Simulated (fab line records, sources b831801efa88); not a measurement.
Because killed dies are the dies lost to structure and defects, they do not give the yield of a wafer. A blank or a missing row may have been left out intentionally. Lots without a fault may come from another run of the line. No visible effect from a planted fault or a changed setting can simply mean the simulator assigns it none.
fab line records    flow sky130
[record] lots = 6  wafers = 16  last-day = 50
route steps=708 shown CONTACT@410 PAD_OPEN@708
lots with no fault: from the same line, run without faults
start-h: hours from the record's opening day to when the first of the lot's shown wafers began    wait-h: hours elapsed since this lot's preceding step    " same as the row above    L1.1+2: a single row standing in for several wafers    - no value, or no start given    * or withheld: withheld    < > ~ a bound
route shown NAME@n: a module of which the file shows steps, and the number in the route of the first    usual: the fault-free wafers' mean and standard deviation    same: alike in all rows    chamber/n: place in a boat    sites: readings site by site    _std_site: how widely they spread, as a standard deviation    _edge_site: inner sites' mean taken away from outer sites' mean    radius-mm: how far each site lies from the wafer's centre    mask NAME#n: copy n    behind: tool/chamber where the wafer was last shaped    hold: what put the lot on hold/how long, in hours/how the hold closed    device: which transistor (n, p or np) failed to switch    end of line: tests of these same wafers at the route's end    for a step that has no rows: nothing shown but its recipe    killed: not the wafer's yield, but the dies lost to structure and defects at the first sort    map: dies across one wafer; x = killed, . = not, _ = none there
set.NAME: the setting as run; set.NAME@STEP: as run at that earlier step    model.NAME: the simulator's own value behind a step, which no gauge read
lots at selected steps of the route; one table per step, one row per wafer
services: when a tool's chamber went out of use (start-h, in hours from the record's first day, below 0 if earlier), for how many hours, and the reason
[[steps]]
[step SKY_CONTACT_CMP_04]
[recipe] material = SiO2  down-force-psi = 4  platen-rpm = 60  pad-velocity-m-s = 0.94248
[usual] motor-current-A = 11.9/1  slurry-flow-ml-min = 150.0/0.5  time-to-endpoint-s = 83/3.7
lot.wafer  tool    chamber  start-h  wait-h  motor-current-A  slurry-flow-ml-min  time-to-endpoint-s
L196.3     cmp-01  2        703.88   0.0     11.3             149.5               79
L196.4     "       3        "        "       11.5             150.1               82
L196.5     "       3        "        "       12.4             149.9               78
L203.4     cmp-01  2        766.04   0.1     11.9             149.7               82
L203.1     "       3        "        "       12.3             150.0               77
L203.2     "       0        "        "       10.2             150.3               79
L207.2     cmp-02  3        786.75   0.0     11.3             149.6               84
L207.1     "       1        "        "       12.3             150.0               76
L211.2     cmp-02  1        820.26   0.1     12.3             150.4               82
L211.5     "       0        "        "       12.2             150.9               83
L215.4     cmp-01  3        861.83   0.1     12.2             150.3               81
L215.2     "       0        "        "       10.1             150.2               84
L215.6     "       2        "        "       12.2             150.1               85
L216.2     cmp-01  3        864.25   0.4     11.3             149.5               79
L216.4     "       0        "        "       10.2             150.2               85
L216.5     "       3        "        "       11.9             149.4               81
[step SKY_CONTACT_BOW_MEAS_05]
[recipe] mode = bow
[usual] CONTACT_BOW = 80/6.5
lot.wafer  tool           chamber  start-h  wait-h  CONTACT_BOW[um]
L196.3     film-metro-02  -        704.22   0.3     84
L196.4     "              -        "        "       85
L196.5     "              -        "        "       85
L203.1     film-metro-01  -        766.29   0.1     85
L203.2     "              -        "        "       78
L203.4     "              -        "        "       86
L207.1     film-metro-02  -        787.05   0.1     78
L207.2     "              -        "        "       89
L211.2     film-metro-02  -        820.48   0.2     78
L211.5     "              -        "        "       79
L215.2     film-metro-03  -        862.05   0.1     81
L215.4     "              -        "        "       81
L215.6     "              -        "        "       70
L216.2     film-metro-02  -        864.57   0.3     79
L216.4     "              -        "        "       84
L216.5     "              -        "        "       84
[step SKY_CONTACT_DEHYDRATE_06]
[recipe] temp-c = 200  time-s = 60
[step SKY_CONTACT_HMDS_07]
[recipe] prime-time-s = 60  prime-temp-c = 120
[step SKY_CONTACT_COAT_08]
[recipe] resist = BARC  temp-c = withheld  time-s = withheld  spin-rpm = 3000  resist-thk-nm = 60
[step SKY_CONTACT_COAT_09]
[recipe] resist = KrF-thick  spin-rpm = 3000  resist-thk-nm = 450
[step SKY_CONTACT_SOFTBAKE_10]
[recipe] temp-c = 100  time-s = 90  resist = KrF-thick
[step SKY_CONTACT_EXPOSE_11]
[recipe] mask-id = CTM1  na = 0.8  source-shape = annular  sigma-inner = 0.55  sigma-outer = 0.85  target-cd-nm = 170  dose-mj = 38
[step SKY_CONTACT_PEB_12]
[recipe] peb-temp-c = withheld  peb-time-s = withheld  resist = KrF-thick
[step SKY_CONTACT_DEVELOP_13]
[recipe] develop-time-s = 60  resist = KrF-thick  dev-temp-c = 21
[step SKY_CONTACT_CD_MEAS_14]
[recipe] target-cd-nm = 170
[usual] cd-nm = 170.0/1.2
lot.wafer  tool       chamber  start-h  wait-h  cd-nm
L196.3     cd-sem-02  -        730.82   -       168.9
L196.4     "          -        "        "       169.1
L196.5     "          -        "        "       168.2
L203.1     cd-sem-02  -        792.03   -       169.8
L203.2     "          -        "        "       170.3
L203.4     "          -        "        "       169.1
L207.1     cd-sem-02  -        813.73   -       168.9
L207.2     "          -        "        "       169.4
L211.2     cd-sem-02  -        846.22   -       169.6
L211.5     "          -        "        "       169.5
L215.2     cd-sem-02  -        888.62   -       169.7
L215.4     "          -        "        "       171.1
L215.6     "          -        "        "       168.7
L216.2     cd-sem-01  -        890.20   -       169.8
L216.4     "          -        "        "       168.3
L216.5     "          -        "        "       169.9
[step SKY_CONTACT_OVL_MEAS_15]
[usual] CONTACT_OVL = -3/5.5
lot.wafer  tool        chamber  start-h  wait-h  CONTACT_OVL[nm]
L196.3     overlay-02  -        730.91   0.1     -4
L196.4     "           -        "        "       0
L196.5     "           -        "        "       1
L203.1     overlay-02  -        792.15   0.1     6
L203.2     "           -        "        "       -6
L203.4     "           -        "        "       -3
L207.1     overlay-01  -        813.85   0.1     -3
L207.2     "           -        "        "       1
L211.2     overlay-01  -        846.33   0.1     -8
L211.5     "           -        "        "       -10
L215.2     overlay-02  -        888.73   0.1     -12
L215.4     "           -        "        "       -15
L215.6     "           -        "        "       -12
L216.2     overlay-02  -        890.31   0.1     -2
L216.4     "           -        "        "       -2
L216.5     "           -        "        "       0
[step SKY_CONTACT_ETCH_16]
[recipe] chemistry = N2/H2  target = BARC  ion-energy-ev = 200  source-w = 500  bias-w = 100  pressure-mtorr = 30  n2-flow-sccm = 100  h2-flow-sccm = 200  stop-on = SiO2  time-s = 45.9  target-depth-a = 600
[usual] chamber-pressure-mTorr = 29.998/0.028  drypump-motor-current-A = 5.8/0.34  oes-product-au = 0.854/0.0044  throttle-valve-pct = 13.224/0.0081
lot.wafer  tool         chamber  start-h  wait-h  chamber-pressure-mTorr  drypump-motor-current-A  oes-product-au  rf-hours-counter-h  throttle-valve-pct  model.KrF-thick_of_CONTACT_COAT_09.thk-nm
L196.3     rie-diel-03  0        730.94   0.0     30.081                  5.9                      0.860           19                  13.235              393.8
L196.4     "            1        "        "       29.986                  5.3                      0.854           16                  13.225              394.1
L196.5     "            1        "        "       29.994                  5.3                      0.856           -                   13.217              393.4
L203.1     rie-diel-03  1        792.19   0.0     30.027                  5.3                      0.855           18                  13.216              392.7
L203.2     "            0        "        "       29.989                  5.8                      0.857           21                  13.230              392.5
L203.4     "            3        "        "       30.027                  6.3                      0.850           13                  13.213              394.2
L207.1     rie-diel-03  3        813.89   0.0     30.011                  6.3                      0.850           13                  13.222              396.5
L207.2     "            2        "        "       30.025                  5.5                      0.850           6                   13.228              390.3
L211.2     rie-diel-03  1        846.36   0.0     30.046                  5.3                      0.854           20                  13.227              393.9
L211.5     "            2        "        "       29.969                  5.6                      0.862           -                   13.215              398.6
L215.2     rie-diel-02  3        888.76   0.0     29.975                  6.0                      0.850           14                  13.225              392.1
L215.4     "            2        "        "       29.976                  6.4                      0.864           5                   13.221              391.5
L215.6     "            0        "        "       30.056                  5.3                      0.854           -                   13.236              392
L216.2     rie-diel-02  0        890.34   0.0     29.999                  5.3                      0.856           17                  13.228              391.5
L216.4     "            2        "        "       29.995                  6.4                      0.844           5                   13.222              391.9
L216.5     "            0        "        "       29.987                  5.3                      0.863           -                   13.224              392.1
[step SKY_CONTACT_ETCH_17]
[recipe] target = SiO2  chemistry = C4F8/O2/Ar  stop-on = Si3N4  mask-material = KrF-thick  source-w = 1500  bias-w = 1200  pressure-mtorr = 40  c4f8-flow-sccm = withheld  O2_flow_sccm = 6  Ar_flow_sccm = 300  time-s = withheld  target-depth-a = 3400
[usual] chamber-pressure-mTorr = 40.00/0.038  oes-product-au = 0.892/0.0042
lot.wafer  tool         chamber  start-h  wait-h  chamber-pressure-mTorr  oes-product-au
L196.3     rie-diel-03  0        730.98   0.0     39.99                   0.889
L196.4     "            1        "        "       40.05                   0.895
L196.5     "            1        "        "       39.98                   0.897
L203.1     rie-diel-03  1        792.23   0.0     40.00                   0.893
L203.2     "            0        "        "       40.00                   0.886
L203.4     "            3        "        "       39.99                   0.892
L207.1     rie-diel-03  3        813.93   0.0     40.06                   0.897
L207.2     "            2        "        "       39.96                   0.892
L211.2     rie-diel-03  1        846.40   0.0     40.06                   0.896
L211.5     "            2        "        "       40.03                   0.890
L215.2     rie-diel-02  3        888.80   0.0     40.01                   0.896
L215.4     "            2        "        "       40.04                   0.893
L215.6     "            0        "        "       40.01                   0.886
L216.2     rie-diel-02  0        890.38   0.0     40.05                   0.890
L216.4     "            2        "        "       40.00                   0.894
L216.5     "            0        "        "       39.96                   0.890
[step SKY_CONTACT_ETCH_18]
[recipe] target = Si3N4  chemistry = CHF3/O2  stop-on = TiN  source-w = 600  bias-w = 200  pressure-mtorr = 40  chf3-flow-sccm = 50  O2_flow_sccm = 5  time-s = 39  target-depth-a = 750
[usual] chamber-pressure-mTorr = 40.00/0.037  drypump-motor-current-A = 5.8/0.34  oes-product-au = 0.854/0.0078  throttle-valve-pct = 8.793/0.0089
lot.wafer  tool         chamber  start-h  wait-h  chamber-pressure-mTorr  drypump-motor-current-A  oes-product-au  rf-hours-counter-h  throttle-valve-pct  model.KrF-thick_of_CONTACT_COAT_09.thk-nm
L196.3     rie-diel-03  0        -        -       39.96                   5.9                      0.846           19                  8.797               244.5
L196.4     "            1        "        "       39.94                   5.3                      0.858           16                  8.792               244.5
L196.5     "            1        "        "       40.05                   5.3                      0.864           -                   8.796               243.8
L203.1     rie-diel-03  1        -        -       39.99                   5.3                      0.853           18                  8.785               241.8
L203.2     "            0        "        "       40.02                   5.8                      0.846           21                  8.779               241.7
L203.4     "            3        "        "       39.98                   6.3                      0.850           13                  8.794               246.3
L207.1     rie-diel-03  3        -        -       39.99                   6.3                      0.855           14                  8.802               247.4
L207.2     "            2        "        "       40.01                   5.5                      0.858           6                   8.792               239.8
L211.2     rie-diel-03  1        -        -       40.09                   5.3                      0.866           20                  8.807               241.1
L211.5     "            2        "        "       40.01                   5.5                      0.860           -                   8.787               247.4
L215.2     rie-diel-02  3        -        -       39.94                   6.0                      0.855           14                  8.802               243.5
L215.4     "            2        "        "       40.06                   6.3                      0.865           5                   8.793               242
L215.6     "            0        "        "       39.97                   5.3                      0.862           -                   8.799               243
L216.2     rie-diel-02  0        -        -       39.97                   5.2                      0.861           17                  8.786               242
L216.4     "            2        "        "       39.98                   6.4                      0.869           5                   8.789               241.8
L216.5     "            0        "        "       39.99                   5.2                      0.863           -                   8.809               242.6
[step SKY_CONTACT_STRIP_19]
[recipe] chemistry = O2/N2  power-w = 1400  pressure-mtorr = 1500  platen-temp-c = withheld  o2-flow-sccm = 3000  n2-flow-sccm = 300  overash-fraction = 0.5
[usual] chamber-pressure-mTorr = 1501/6.6  drypump-motor-current-A = 5.8/0.33  oes-product-au = 0.379/0.0051  strip-time-to-endpoint-s = 3.613/0.022
lot.wafer  tool             chamber  start-h  wait-h  chamber-pressure-mTorr  drypump-motor-current-A  oes-product-au  rf-hours-counter-h  strip-time-to-endpoint-s
L196.3     plasma-asher-02  0        731.10   -       1502                    6.1                      0.384           -                   3.628
L196.4     "                1        "        "       1500                    5.4                      0.381           -                   3.632
L196.5     "                0        "        "       1499                    6.1                      0.377           -                   3.612
L203.1     plasma-asher-03  0        792.32   -       1501                    5.8                      0.375           68                  3.596
L203.2     "                1        "        "       1499                    5.7                      0.389           68                  3.600
L203.4     "                0        "        "       1499                    5.8                      0.382           -                   3.658
L207.1     plasma-asher-01  0        814.02   -       1501                    6.4                      0.384           7                   3.667
L207.2     "                1        "        "       1500                    5.0                      0.391           7                   3.577
L211.2     plasma-asher-02  1        846.49   -       1497                    5.5                      0.379           97                  3.597
L211.5     "                1        "        "       1498                    5.4                      0.379           -                   3.655
L215.2     plasma-asher-03  0        888.89   -       1501                    5.8                      0.379           77                  3.604
L215.4     "                1        "        "       1500                    5.7                      0.377           -                   3.623
L215.6     "                0        "        "       1501                    5.8                      0.377           -                   3.616
L216.2     plasma-asher-03  0        890.47   -       1500                    5.7                      0.382           77                  3.601
L216.4     "                0        "        "       1501                    5.8                      0.381           -                   3.576
L216.5     "                0        "        "       1500                    5.8                      0.382           -                   3.606
[step SKY_PAD_OPEN_PROBE_99]
[usual] killed_at_M0_to_M3 = 42/7.4  killed_at_M4_up = 3.4/1.8  killed-at-contacts = 25/5.4  killed-at-front-end = 15/4.4  killed-at-other = 0.2/0.52  killed-dies = 86/9.3  killed-open = 47/7.6  killed-short = 39/6.5
[same] gross-dies = 492  killed-at-back-side = 0
lot.wafer  tool       chamber  start-h  wait-h  killed_at_M0_to_M3  killed_at_M4_up  killed-at-contacts  killed-at-front-end  killed-at-other  killed-dies  killed-open  killed-short
L207.1     prober-01  -        1140.40  0.1     58                  5                19                  23                   0                105          53           52
L207.2     prober-01  -        1140.45  0.1     53                  3                27                  18                   1                102          58           44
L211.5     prober-02  -        1161.04  0.2     55                  3                26                  18                   0                102          59           43
// killed by level:class
L207.1 VIA1:geometric-particle:open=12 VIA1:geometric-particle:short=10 VIA2:geometric-particle:open=7 FIELD_ISO:geometric-particle:short=6 POLY_GATE:geometric-particle:open=6 LI_CONTACT:geometric-particle:open=6 VIA2:geometric-particle:short=6 FIELD_ISO:geometric-particle:open=5
L207.2 VIA2:geometric-particle:open=16 VIA1:geometric-particle:open=10 CONTACT:geometric-particle:open=9 LI_CONTACT:geometric-particle:open=7 METAL2:geometric-particle:short=7 LOCAL_INTERCONNECT:geometric-particle:short=6 FIELD_ISO:geometric-particle:short=4 POLY_GATE:geometric-particle:short=4
L211.5 VIA1:geometric-particle:open=13 VIA2:geometric-particle:open=13 CONTACT:geometric-particle:open=8 FIELD_ISO:geometric-particle:open=7 CONTACT:geometric-particle:short=7 METAL1:geometric-particle:short=6 POLY_GATE:geometric-particle:open=5 LI_CONTACT:geometric-particle:short=5
[[services]]
tool             chamber  start-h  hours  kind
rie-diel-03      3        683.70   2.6    repair
plasma-asher-02  -        684.45   14.6   pm
cmp-01           -        685.46   1.0    repair
cmp-02           -        693.28   0.9    repair
rie-diel-02      1        704.29   -      clean
rie-diel-02      1        704.29   10.9   scheduled-down
rie-diel-02      1        704.29   10.9   vent-cycle
cmp-01           -        711.86   0.5    repair
plasma-asher-03  -        718.20   19.1   repair
plasma-asher-01  -        733.75   9.0    pm
plasma-asher-01  0        733.75   9.0    vent-cycle
plasma-asher-01  1        733.75   9.0    vent-cycle
cmp-01           -        744.12   4.0    pm
cmp-01           -        748.12   -      consumable-replace:conditioner
cmp-01           -        748.12   -      consumable-replace:pad
plasma-asher-02  -        748.52   5.9    repair
rie-diel-03      1        765.21   4.5    repair
cmp-02           -        779.68   4.3    repair
rie-diel-03      0        796.95   8.5    repair
plasma-asher-03  -        808.62   3.0    repair
rie-diel-03      0        839.57   15.2   repair
cmp-02           -        862.13   5.2    pm
rie-diel-03      0        875.14   11.4   repair
plasma-asher-01  -        888.50   3.1    repair
[[key]]
first-sign none at tools or gauges
[model-effect] step = SKY_CONTACT_ETCH_16  value = KrF-thick_of_CONTACT_COAT_09.thk-nm  without = 391.9  struck = 397.6
[model-effect] step = SKY_CONTACT_ETCH_18  value = KrF-thick_of_CONTACT_COAT_09.thk-nm  without = 241.7  struck = 247.4
met-at SKY_CONTACT_ETCH_16
struck-wafers L207.1,L211.5
tester-left-out L207,L211
onset-between 792.19 813.89
[fault] kind = process-parameter-drift  tool = rie-diel-03  chamber = -  onset-h = 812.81  steps = SKY_CONTACT_ETCH_16  channel = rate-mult  offset = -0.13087  shape = step  end-h = 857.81  scope = struck-wafers-only
// tester-left-out: of these lots the tester's yield and bins aren't shown, on N5 and GAA mostly nor the transistor test; their killed dies are dies lost to structure and defects alone, not to doping, threshold or leakage, so they don't give the yield
